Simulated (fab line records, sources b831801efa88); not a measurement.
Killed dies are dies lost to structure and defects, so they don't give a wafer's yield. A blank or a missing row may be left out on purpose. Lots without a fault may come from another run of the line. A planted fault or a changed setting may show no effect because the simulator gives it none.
fab line records | flow sky130 | part 1 of 2: steps 1 to 31 of 45
record lots=5 wafers=15 last_day=48
route steps=708 shown SONOS_TUNNEL@157 SONOS_ONO@168 GATE_OXIDE@187
lots that met no fault: from a run of the same line without faults
start_h: hours from the record's first day to the start of the lot's first wafer shown | wait_h: hours since the lot's step before | " the same as in the row above | L1.1+2: a row that stands for several wafers | - no value, or no start given | * or withheld: withheld | < > ~ a bound
route shown NAME@n: a module of which the file shows steps, and the number in the route of the first | usual: mean/standard deviation of fault-free wafers | same: alike in all rows | chamber/n: place in a boat | sites: the reading at each site | _std_site: their standard deviation | _edge_site: outer sites' mean less inner sites' | radius_mm: how far each site lies from the wafer's centre | mask NAME#n: copy n | behind: the tool/chamber that last shaped the wafer | hold: why the lot was held/for how many hours/how that ended | device: the transistor (n, p or np) that didn't switch | end of line: the same wafers' tests at the end of the route | a step without rows: its recipe alone | killed: dies lost to structure and defects at the first sort, not the wafer's yield | map: a wafer's dies, x killed, . not, _ none there
set.NAME: the setting as run; set.NAME@STEP: as run at that earlier step | model.NAME: the simulator's own value behind a step, which no gauge read
lots at some steps of the route; a table a step, a row a wafer
services: from which hour (start_h, from the record's first day; less than 0 if before it) a tool's chamber was out of use, for how many hours, and why
## steps
# step SKY_SONOS_TUNNEL_SOFTBAKE_03
# recipe temp_c=90 time_s=60 resist=NOVOLAK
# columns lot.wafer tool chamber start_h wait_h
L074.2+3+5 litho_track-04 0 228.36 0.1
L075.3+4+6 litho_track-03 0 237.37 0.1
L079.2+3+4 litho_track-03 0 277.05 0.1
L083.1+2+4 litho_track-03 0 313.47 0.1
L085.2+3+4 litho_track-03 0 318.45 0.1
# step SKY_SONOS_TUNNEL_EXPOSE_04
# recipe mask_id=TUNM na=0.6 source_shape=conventional sigma_outer=0.6 polarization=unpolarized target_cd_nm=410 dose_mj=136
# columns lot.wafer tool chamber start_h wait_h mask
L074.2+3+5 iline_stepper-01 0 - - TUNM#0
L075.3+4+6 iline_stepper-02 0 - - TUNM#0
L079.2+3+4 iline_stepper-01 0 - - TUNM#0
L083.1+2+4 iline_stepper-01 0 - - TUNM#0
L085.2+3+4 iline_stepper-01 0 - - TUNM#0
# step SKY_SONOS_TUNNEL_PEB_05
# recipe temp_c=withheld time_s=* resist=NOVOLAK
# columns lot.wafer tool chamber start_h wait_h
L074.2+3+5 litho_track-01 0 - -
L075.3+4+6 litho_track-04 0 - -
L079.2+3+4 litho_track-04 0 - -
L083.1+2+4 litho_track-01 0 - -
L085.2+3+4 litho_track-04 0 - -
# step SKY_SONOS_TUNNEL_DEVELOP_06
# recipe resist=NOVOLAK developer=TMAH develop_time_s=60 dev_temp_c=23
# columns lot.wafer tool chamber start_h wait_h
L074.2+3+5 litho_track-01 0 240.29 0.1
L075.3+4+6 litho_track-04 0 248.83 0.1
L079.2+3+4 litho_track-04 0 289.91 0.1
L083.1+2+4 litho_track-01 0 326.47 0.1
L085.2+3+4 litho_track-04 0 331.31 0.1
# step SKY_SONOS_TUNNEL_CD_MEAS_07
# recipe target_cd_nm=410
# usual cd_nm=410.0/2.4
# columns lot.wafer tool chamber start_h wait_h cd_nm
L074.2 cd_sem-02 - 240.44 0.1 411.1
L074.3 " - " " 412.1
L074.5 " - " " 409.6
L075.3 cd_sem-02 - 248.97 0.1 410.3
L075.4 " - " " 410.4
L075.6 " - " " 410.1
L079.2 cd_sem-01 - 290.05 0.1 408.8
L079.3 " - " " 405.6
L079.4 " - " " 405.2
L083.1 cd_sem-02 - 326.62 0.1 405.0
L083.2 " - " " 405.6
L083.4 " - " " 403.0
L085.2 cd_sem-01 - 331.45 0.1 409.2
L085.3 " - " " 411.4
L085.4 " - " " 411.3
# step SKY_SONOS_TUNNEL_OVL_MEAS_08
# usual SONOS_TUNNEL_OVL=0.3/1.3
# columns lot.wafer tool chamber start_h wait_h SONOS_TUNNEL_OVL[nm]
L074.2 overlay-01 - 240.54 0.1 0.2
L074.3 " - " " -0.4
L074.5 " - " " -0.7
L075.3 overlay-01 - 249.07 0.1 0.1
L075.4 " - " " 1.3
L075.6 " - " " 1.9
L079.2 overlay-01 - 290.16 0.1 -1.1
L079.3 " - " " -0.5
L079.4 " - " " 1.1
L083.1 overlay-02 - 326.74 0.1 0.5
L083.2 " - " " -0.3
L083.4 " - " " 0.8
L085.2 overlay-02 - 331.56 0.1 -0.3
L085.3 " - " " -0.2
L085.4 " - " " 0.9
# step SKY_SONOS_TUNNEL_IMPLANT_09
# recipe species=B energy_kev=20 dose_cm2=1e+12 tilt_deg=withheld
# usual faraday_current_uA=5.64/0.12
# columns lot.wafer tool chamber start_h wait_h faraday_current_uA
L074.2 implanter-04 0 240.60 0.0 5.63
L074.3 " 0 " " 5.59
L074.5 " 0 " " 5.69
L075.3 implanter-04 0 249.14 0.1 5.57
L075.4 " 0 " " 5.56
L075.6 " 0 " " 5.64
L079.2 implanter-04 0 290.22 0.0 5.63
L079.3 " 0 " " 5.40
L079.4 " 0 " " 5.66
L083.1 implanter-02 0 326.77 0.0 5.46
L083.2 " 0 " " 5.46
L083.4 " 0 " " 5.75
L085.2 implanter-02 0 331.62 0.0 5.57
L085.3 " 0 " " 5.68
L085.4 " 0 " " 5.75
# step SKY_SONOS_TUNNEL_WET_ETCH_10
# recipe chemistry=dHF target_depth_nm=14 target=SiO2 dilution=100:1 temp_c=25 time_s=280
# columns lot.wafer tool chamber start_h wait_h
L074.2+3+5 wet_bench-02 0 240.72 0.1
L075.3+4+6 wet_bench-04 3 249.24 0.1
L079.2+3+4 wet_bench-01 3 290.34 0.1
L083.1+2+4 wet_bench-01 1 326.92 0.1
L085.2+3+4 wet_bench-01 2 331.74 0.1
# step SKY_SONOS_TUNNEL_STRIP_11
# recipe chemistry=SPM time_s=600 temp_c=130
# columns lot.wafer tool chamber start_h wait_h
L074.2+3+5 wet_bench-01 0 240.81 0.0
L075.3+4+6 wet_bench-01 0 249.33 0.0
L079.2+3+4 wet_bench-02 1 290.43 0.0
L083.1+2+4 wet_bench-02 2 327.01 0.0
L085.2+3+4 wet_bench-04 0 331.83 0.0
# step SKY_SONOS_TUNNEL_TW_MEAS_12
# usual SONOS_TUNNEL_TW=198.0/2.4
# columns lot.wafer tool chamber start_h wait_h SONOS_TUNNEL_TW
L074.2 film_metro-02 - 241.01 0.0 200.7
L074.3 " - " " 199.5
L074.5 " - " " 200.6
L075.3 film_metro-04 - 249.54 0.0 194.2
L075.4 " - " " 194.1
L075.6 " - " " 193.8
L079.2 film_metro-01 - 290.62 0.0 200.3
L079.3 " - " " 199.6
L079.4 " - " " 200.2
L083.1 film_metro-02 - 327.20 0.0 201.0
L083.2 " - " " 200.5
L083.4 " - " " 199.9
L085.2 film_metro-02 - 332.01 0.0 199.8
L085.3 " - " " 199.4
L085.4 " - " " 200.1
# step SKY_SONOS_TUNNEL_CLEAN_13
# recipe chemistry=dHF time_s=20 dilution=100:1 dry=ipa_marangoni
# columns lot.wafer tool chamber start_h wait_h
L074.2+3+5 wet_bench-04 2 241.06 0.0
L075.3+4+6 wet_bench-04 0 249.58 0.0
L079.2+3+4 wet_bench-04 2 290.67 0.0
L083.1+2+4 wet_bench-01 2 327.26 0.1
L085.2+3+4 wet_bench-01 0 332.06 0.0
# step SKY_SONOS_ONO_OXIDATION_00
# recipe temp_c=800 ambient=O2 idle_temp_c=700 ramp_up_c_per_min=10 ramp_down_c_per_min=3 stabilise_s=600 purge_s=300 target_thk_a=26 ox_time_s=1249
# usual zone_power_bottom_pct=18.10/0.2 zone_power_top_pct=28.6/0.51
# columns lot.wafer tool chamber start_h wait_h zone_power_bottom_pct zone_power_top_pct
L074.2 furnace-02 0 241.63 0.6 18.14 28.2
L074.3 " 0 " " 17.98 28.8
L074.5 " 0 " " 17.70 28.2
L075.3 furnace-02 0 252.66 3.1 17.95 28.2
L075.4 " 0 " " 17.95 28.2
L075.6 " 0 " " 18.24 28.4
L079.2 furnace-02 0 291.02 0.3 18.03 28.3
L079.3 " 0 " " 18.29 28.0
L079.4 " 0 " " 18.03 28.1
L083.1 furnace-01 0 327.50 0.2 18.30 29.5
L083.2 " 0 " " 18.31 29.2
L083.4 " 0 " " 18.39 29.0
L085.2 furnace-01 0 332.08 0.0 18.31 29.1
L085.3 " 0 " " 18.44 28.9
L085.4 " 0 " " 18.29 28.9
# step SKY_SONOS_ONO_THK_MEAS_01
# recipe reads=SiO2_of_SONOS_ONO_OXIDATION_00
# usual SONOS_ONO_OXIDATION_THK=2.57/0.056
# columns lot.wafer tool chamber start_h wait_h SONOS_ONO_OXIDATION_THK[nm]
L074.2 film_metro-01 - 242.99 0.0 2.55
L074.3 " - " " 2.63
L074.5 " - " " 2.66
L075.3 film_metro-01 - 254.02 0.0 2.63
L075.4 " - " " 2.62
L075.6 " - " " 2.67
L079.2 film_metro-03 - 292.37 0.0 2.54
L079.3 " - " " 2.52
L079.4 " - " " 2.56
L083.1 film_metro-03 - 328.84 0.0 2.51
L083.2 " - " " 2.57
L083.4 " - " " 2.55
L085.2 film_metro-01 - 333.43 0.0 2.53
L085.3 " - " " 2.54
L085.4 " - " " 2.47
# step SKY_SONOS_ONO_CVD_02
# recipe material=Si3N4 precursor=DCS/NH3 target_thk_nm=10.5 temp_c=770 time_s=180 pressure_mtorr=240.5
# usual zone_power_bottom_pct=21.4/2.2 zone_power_top_pct=25/3.3
# columns lot.wafer tool chamber start_h wait_h zone_power_bottom_pct zone_power_top_pct
L074.2 lpcvd-02 1 243.63 0.6 18.8 29
L074.3 " 1 " " 18.7 29
L074.5 " 1 " " 18.9 29
L075.3 lpcvd-02 1 254.06 0.0 19.1 29
L075.4 " 1 " " 19.2 29
L075.6 " 1 " " 19.2 29
L079.2 lpcvd-02 0 296.15 3.8 23.7 22
L079.3 " 0 " " 23.7 22
L079.4 " 0 " " 23.2 22
L083.1 lpcvd-02 1 332.72 3.9 18.9 28
L083.2 " 1 " " 19.0 29
L083.4 " 1 " " 19.0 29
L085.2 lpcvd-02 0 335.55 2.1 23.4 22
L085.3 " 0 " " 23.4 22
L085.4 " 0 " " 23.3 22
# step SKY_SONOS_ONO_THK_MEAS_03
# recipe reads=Si3N4_of_SONOS_ONO_CVD_02
# usual SONOS_ONO_CVD_02_THK=10.38/0.15
# columns lot.wafer tool chamber start_h wait_h SONOS_ONO_CVD_02_THK[nm]
L074.2 film_metro-01 - 244.69 0.0 10.28
L074.3 " - " " 10.30
L074.5 " - " " 10.34
L075.3 film_metro-02 - 255.13 0.0 10.37
L075.4 " - " " 10.29
L075.6 " - " " 10.25
L079.2 film_metro-02 - 297.21 0.0 10.31
L079.3 " - " " 10.30
L079.4 " - " " 10.45
L083.1 film_metro-03 - 333.77 0.0 10.47
L083.2 " - " " 10.48
L083.4 " - " " 10.45
L085.2 film_metro-03 - 336.61 0.0 10.32
L085.3 " - " " 10.38
L085.4 " - " " 10.65
# step SKY_SONOS_ONO_CVD_04
# recipe material=SiO2 precursor=SiH4/N2O target_thk_nm=5.7199 temp_c=900 pressure_mtorr=400
# usual zone_power_bottom_pct=26.7/0.75 zone_power_top_pct=33/3.3
# columns lot.wafer tool chamber start_h wait_h zone_power_bottom_pct zone_power_top_pct
L074.2 lpcvd-03 0 244.74 0.0 25.6 36
L074.3 " 0 " " 26.6 36
L074.5 " 0 " " 26.0 36
L075.3 lpcvd-03 1 255.17 0.0 27.4 29
L075.4 " 1 " " 27.8 29
L075.6 " 1 " " 27.4 28
L079.2 lpcvd-03 0 297.26 0.0 26.1 36
L079.3 " 0 " " 26.1 36
L079.4 " 0 " " 26.4 35
L083.1 lpcvd-03 0 333.83 0.1 26.4 36
L083.2 " 0 " " 26.0 36
L083.4 " 0 " " 25.8 36
L085.2 lpcvd-03 0 336.66 0.0 26.1 36
L085.3 " 0 " " 26.3 35
L085.4 " 0 " " 26.3 35
# step SKY_SONOS_ONO_THK_MEAS_05
# recipe reads=SiO2_of_SONOS_ONO_CVD_04
# usual SONOS_ONO_CVD_04_THK=5.76/0.1
# columns lot.wafer tool chamber start_h wait_h SONOS_ONO_CVD_04_THK[nm]
L074.2 film_metro-02 - 246.00 0.0 5.66
L074.3 " - " " 5.69
L074.5 " - " " 5.76
L075.3 film_metro-01 - 256.44 0.0 5.76
L075.4 " - " " 5.83
L075.6 " - " " 5.80
L079.2 film_metro-02 - 298.52 0.0 5.79
L079.3 " - " " 5.78
L079.4 " - " " 5.78
L083.1 film_metro-03 - 335.08 0.0 5.60
L083.2 " - " " 5.68
L083.4 " - " " 5.64
L085.2 film_metro-02 - 337.92 0.0 5.71
L085.3 " - " " 5.66
L085.4 " - " " 5.62
# step SKY_SONOS_ONO_DEHYDRATE_06
# recipe temp_c=200 time_s=60
# columns lot.wafer tool chamber start_h wait_h
L074.2+3+5 litho_track-02 0 257.56 11.6
L075.3+4+6 litho_track-01 0 267.77 11.3
L079.2+3+4 litho_track-04 0 310.36 11.8
L083.1+2+4 litho_track-02 0 347.54 12.4
L085.2+3+4 litho_track-04 0 350.96 13.0
# step SKY_SONOS_ONO_HMDS_07
# recipe prime_time_s=60 prime_temp_c=120
# columns lot.wafer tool chamber start_h wait_h
L074.2+3+5 litho_track-02 0 257.71 0.1
L075.3+4+6 litho_track-01 0 267.92 0.1
L079.2+3+4 litho_track-04 0 310.51 0.1
L083.1+2+4 litho_track-02 0 347.69 0.1
L085.2+3+4 litho_track-04 0 351.11 0.1
# step SKY_SONOS_ONO_COAT_08
# recipe resist=NOVOLAK spin_rpm=3000 resist_thk_nm=1140
# columns lot.wafer tool chamber start_h wait_h
L074.2+3+5 litho_track-02 0 257.86 0.1
L075.3+4+6 litho_track-01 0 268.07 0.1
L079.2+3+4 litho_track-04 0 310.66 0.1
L083.1+2+4 litho_track-02 0 347.84 0.1
L085.2+3+4 litho_track-04 0 351.26 0.1
# step SKY_SONOS_ONO_SOFTBAKE_09
# recipe temp_c=90 time_s=60 resist=NOVOLAK
# columns lot.wafer tool chamber start_h wait_h
L074.2+3+5 litho_track-02 0 258.01 0.1
L075.3+4+6 litho_track-01 0 268.22 0.1
L079.2+3+4 litho_track-04 0 310.81 0.1
L083.1+2+4 litho_track-02 0 347.99 0.1
L085.2+3+4 litho_track-04 0 351.41 0.1
# step SKY_SONOS_ONO_EXPOSE_10
# recipe mask_id=ONOM target_cd_nm=410 na=0.6 source_shape=conventional sigma_outer=0.6 dose_mj=150
# columns lot.wafer tool chamber start_h wait_h mask
L074.2+3+5 iline_stepper-02 0 - - ONOM#0
L075.3+4+6 iline_stepper-01 0 - - ONOM#0
L079.2+3+4 iline_stepper-02 0 - - ONOM#0
L083.1+2+4 iline_stepper-01 0 - - ONOM#0
L085.2+3+4 iline_stepper-02 0 - - ONOM#0
# step SKY_SONOS_ONO_PEB_11
# recipe temp_c=withheld time_s=* resist=NOVOLAK
# columns lot.wafer tool chamber start_h wait_h
L074.2+3+5 litho_track-02 0 - -
L075.3+4+6 litho_track-01 0 - -
L079.2+3+4 litho_track-04 0 - -
L083.1+2+4 litho_track-04 0 - -
L085.2+3+4 litho_track-02 0 - -
# step SKY_SONOS_ONO_DEVELOP_12
# recipe develop_time_s=60 dev_temp_c=23
# columns lot.wafer tool chamber start_h wait_h
L074.2+3+5 litho_track-02 0 269.31 0.1
L075.3+4+6 litho_track-01 0 280.27 0.1
L079.2+3+4 litho_track-04 0 323.96 0.1
L083.1+2+4 litho_track-04 0 361.23 0.1
L085.2+3+4 litho_track-02 0 365.21 0.1
# step SKY_SONOS_ONO_CD_MEAS_13
# recipe target_cd_nm=410
# usual cd_nm=410.3/2.6
# columns lot.wafer tool chamber start_h wait_h cd_nm
L074.2 cd_sem-01 - 269.46 0.1 408.9
L074.3 " - " " 409.4
L074.5 " - " " 407.9
L075.3 cd_sem-02 - 280.48 0.2 409.9
L075.4 " - " " 409.0
L075.6 " - " " 408.5
L079.2 cd_sem-01 - 324.10 0.1 413.5
L079.3 " - " " 413.7
L079.4 " - " " 411.5
L083.1 cd_sem-02 - 361.38 0.1 405.7
L083.2 " - " " 406.0
L083.4 " - " " 405.9
L085.2 cd_sem-02 - 365.36 0.1 407.9
L085.3 " - " " 409.3
L085.4 " - " " 408.7
# step SKY_SONOS_ONO_OVL_MEAS_14
# usual SONOS_ONO_OVL=0.1/1.5
# columns lot.wafer tool chamber start_h wait_h SONOS_ONO_OVL[nm]
L074.2 overlay-01 - 269.56 0.1 1.5
L074.3 " - " " 0.7
L074.5 " - " " 1.2
L075.3 overlay-02 - 280.58 0.1 0.1
L075.4 " - " " 0.1
L075.6 " - " " 1.1
L079.2 overlay-02 - 324.21 0.1 -0.7
L079.3 " - " " -0.8
L079.4 " - " " -1.9
L083.1 overlay-02 - 361.50 0.1 -0.1
L083.2 " - " " -0.3
L083.4 " - " " -0.7
L085.2 overlay-02 - 365.46 0.1 0.8
L085.3 " - " " -2.7
L085.4 " - " " -1.5
# step SKY_SONOS_ONO_ETCH_15
# recipe target_depth_nm=19.52 chemistry=CHF3/O2 source_w=600 bias_w=200 pressure_mtorr=40 chf3_flow_sccm=50 O2_flow_sccm=5 time_s=7.8
# usual chf3_flow_sccm=50.00/0.15 drypump_motor_current_A=5.8/0.33 oes_product_au=1.001/0.01 throttle_valve_pct=8.825/0.0097
# columns lot.wafer tool chamber start_h wait_h chf3_flow_sccm drypump_motor_current_A oes_product_au rf_hours_counter_h throttle_valve_pct
L074.2 rie_diel-03 2 269.59 0.0 50.02 5.4 1.006 6 8.824
L074.3 " 1 " " 49.97 5.8 0.988 6 8.824
L074.5 " 2 " " 50.16 5.4 1.001 - 8.833
L075.3 rie_diel-01 3 280.60 0.0 49.86 5.2 0.987 45 8.827
L075.4 " 2 " " 50.08 5.9 0.992 8 8.805
L075.6 " 3 " " 49.97 5.2 0.997 - 8.845
L079.2 rie_diel-03 1 324.24 0.0 49.87 5.9 0.990 7 8.834
L079.3 " 3 " " 49.94 5.9 1.008 1 8.835
L079.4 " 0 " " 50.15 5.6 1.002 111 8.819
L083.1 rie_diel-02 1 361.54 0.0 49.99 5.9 0.983 1 8.819
L083.2 " 2 " " 50.04 5.5 0.984 96 8.836
L083.4 " 3 " " 50.04 6.5 0.998 17 8.820
L085.2 rie_diel-01 3 365.49 0.0 50.30 5.2 1.004 47 8.825
L085.3 " 1 " " 49.95 5.9 1.018 5 8.837
L085.4 " 0 " " 49.89 6.0 1.005 24 8.821
# step SKY_SONOS_ONO_WET_ETCH_16
# recipe chemistry=dHF target_depth_nm=14 dry=n2_spin target=SiO2 dilution=100:1 temp_c=25 time_s=280
# columns lot.wafer tool chamber start_h wait_h
L074.2+3+5 wet_bench-01 1 269.61 0.0
L075.3+4+6 wet_bench-04 0 280.62 0.0
L079.2+3+4 wet_bench-04 0 324.26 0.0
L083.1+2+4 wet_bench-04 3 361.56 0.0
L085.2+3+4 wet_bench-04 3 365.51 0.0
# step SKY_SONOS_ONO_STRIP_17
# recipe chemistry=O2/N2 power_w=1400 pressure_mtorr=1500 platen_temp_c=withheld o2_flow_sccm=3000 n2_flow_sccm=300 overash_fraction=0.5
# usual drypump_motor_current_A=5.6/0.39 oes_product_au=0.710/0.0045 strip_time_to_endpoint_s=14.11/0.04
# columns lot.wafer tool chamber start_h wait_h drypump_motor_current_A oes_product_au rf_hours_counter_h strip_time_to_endpoint_s
L074.2 plasma_asher-02 1 269.70 0.0 6.0 0.710 15 14.14
L074.3 " 0 " " 6.0 0.705 - 14.09
L074.5 " 1 " " 6.0 0.710 - 14.12
L075.3 plasma_asher-01 1 280.75 0.0 4.9 0.714 - 14.15
L075.4 " 0 " " 5.6 0.720 - 14.17
L075.6 " 0 " " 5.6 0.710 - 14.14
L079.2 plasma_asher-02 1 324.35 0.0 6.0 0.707 20 14.11
L079.3 " 1 " " 6.0 0.705 - 14.10
L079.4 " 0 " " 6.0 0.708 - 14.08
L083.1 plasma_asher-01 1 361.66 0.0 4.9 0.714 66 14.11
L083.2 " 0 " " 5.6 0.714 66 14.15
L083.4 " 1 " " 4.9 0.709 - 14.11
L085.2 plasma_asher-02 0 365.61 0.0 6.0 0.703 24 14.04
L085.3 " 0 " " 6.0 0.704 - 14.12
L085.4 " 1 " " 6.0 0.706 - 14.10
# step SKY_SONOS_ONO_WET_ETCH_18
# recipe chemistry=H3PO4 target_depth_nm=15 target=Si3N4 temp_c=160 time_s=172
# columns lot.wafer tool chamber start_h wait_h
L074.2+3+5 wet_bench-01 0 269.80 0.1
L075.3+4+6 wet_bench-03 1 280.82 0.0
L079.2+3+4 wet_bench-03 3 324.45 0.1
L083.1+2+4 wet_bench-01 2 361.76 0.1
L085.2+3+4 wet_bench-03 3 365.71 0.1
# step SKY_GATE_OXIDE_CLEAN_00
# recipe chemistry=SC1/SC2 mix=1:4:20 temp_c=70 time_s=150 dry=n2_spin
# columns lot.wafer tool chamber start_h wait_h
L074.2+3+5 wet_bench-03 2 269.86 0.0
L075.3+4+6 wet_bench-04 2 280.87 0.0
L079.2+3+4 wet_bench-01 0 324.50 0.0
L083.1+2+4 wet_bench-03 2 361.81 0.0
L085.2+3+4 wet_bench-04 2 365.77 0.0
